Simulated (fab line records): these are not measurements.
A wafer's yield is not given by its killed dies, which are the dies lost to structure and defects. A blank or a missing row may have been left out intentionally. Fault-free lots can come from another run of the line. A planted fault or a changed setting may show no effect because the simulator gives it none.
Matching of chambers || flow sky130 || SKY_CONTACT_CMP_04 on cmp-02 has 4 sister chambers
The step polishes SiO2. 15 wafers are shown with their chamber, then 7 later ones without.

== WAFERS PAIRED WITH THEIR CHAMBERS ==
{"wafer": "L664.3", "chamber": 0, "motorCurrentA (A)": 12.7, "timeToEndpointS (s)": 84}
{"wafer": "L664.5", "chamber": 2, "motorCurrentA (A)": 11.0, "timeToEndpointS (s)": 87}
{"wafer": "L664.6", "chamber": 1, "motorCurrentA (A)": 14.0, "timeToEndpointS (s)": 84}
{"wafer": "L665.3", "chamber": 2, "motorCurrentA (A)": 11.5, "timeToEndpointS (s)": 84}
{"wafer": "L665.4", "chamber": 0, "motorCurrentA (A)": 12.8, "timeToEndpointS (s)": 76}
{"wafer": "L665.5", "chamber": 2, "motorCurrentA (A)": 11.5, "timeToEndpointS (s)": 84}
{"wafer": "L668.1", "chamber": 2, "motorCurrentA (A)": 11.9, "timeToEndpointS (s)": 90}
{"wafer": "L668.2", "chamber": 3, "motorCurrentA (A)": 11.1, "timeToEndpointS (s)": 83}
{"wafer": "L668.3", "chamber": 1, "motorCurrentA (A)": 14.6, "timeToEndpointS (s)": 76}
{"wafer": "L669.1", "chamber": 2, "motorCurrentA (A)": 11.9, "timeToEndpointS (s)": 87}
{"wafer": "L669.5", "chamber": 1, "motorCurrentA (A)": 14.1, "timeToEndpointS (s)": 78}
{"wafer": "L669.6", "chamber": 0, "motorCurrentA (A)": 12.5, "timeToEndpointS (s)": 79}
{"wafer": "L670.1", "chamber": 3, "motorCurrentA (A)": 11.2, "timeToEndpointS (s)": 91}
{"wafer": "L670.3", "chamber": 0, "motorCurrentA (A)": 11.4, "timeToEndpointS (s)": 83}
{"wafer": "L670.4", "chamber": 2, "motorCurrentA (A)": 11.2, "timeToEndpointS (s)": 89}

SIGNATURES (means of the wafers above)
{"reading": "motorCurrentA", "chamber 0": 12.350, "chamber 1": 14.233, "chamber 2": 11.500, "chamber 3": 11.150, "scatter within a chamber": 0.439}
{"reading": "timeToEndpointS", "chamber 0": 80.50, "chamber 1": 79.33, "chamber 2": 86.83, "chamber 3": 87.00, "scatter within a chamber": 3.55}
Rule: a wafer lies at a distance from a chamber equal to the root of the sum of squares, over the readings, of (its reading less the chamber's mean, divided by the reading's scatter). The wafer belongs to the nearest chamber; if the next one is less than 2 further off, it can't be placed. The scatter is the square root of a quotient: the sum, over the shown wafers, of each reading's squared deviation from its chamber's mean, divided by wafers minus chambers.

== WAFERS MISSING THEIR CHAMBER ==
{"wafer": "L671.1", "motorCurrentA (A)": 12.4, "timeToEndpointS (s)": 78}
{"wafer": "L671.4", "motorCurrentA (A)": 11.1, "timeToEndpointS (s)": 86}
{"wafer": "L671.6", "motorCurrentA (A)": 14.2, "timeToEndpointS (s)": 80}
{"wafer": "L673.3", "motorCurrentA (A)": 11.2, "timeToEndpointS (s)": 80}
{"wafer": "L673.4", "motorCurrentA (A)": 12.3, "timeToEndpointS (s)": 75}
{"wafer": "L673.5", "motorCurrentA (A)": 14.2, "timeToEndpointS (s)": 76}
{"wafer": "L681.1", "motorCurrentA (A)": 10.8, "timeToEndpointS (s)": 80}

== THE CHAMBER EACH PASSED THROUGH ==
{"wafer": "L671.1", "from the rows above": 0, "in truth": 0}
{"wafer": "L671.4", "from the rows above": "can't be placed: 3 or 2", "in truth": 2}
{"wafer": "L671.6", "from the rows above": 1, "in truth": 1}
{"wafer": "L673.3", "from the rows above": "can't be placed: 3 or 2 or 0", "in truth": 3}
{"wafer": "L673.4", "from the rows above": 0, "in truth": 0}
{"wafer": "L673.5", "from the rows above": 1, "in truth": 1}
{"wafer": "L681.1", "from the rows above": "can't be placed: 3 or 2 or 0", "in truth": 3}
4 of 7 placed correctly. From these rows, 3 cannot be placed; in 3 the true chamber is one of the candidates. Number placed wrongly: 0.
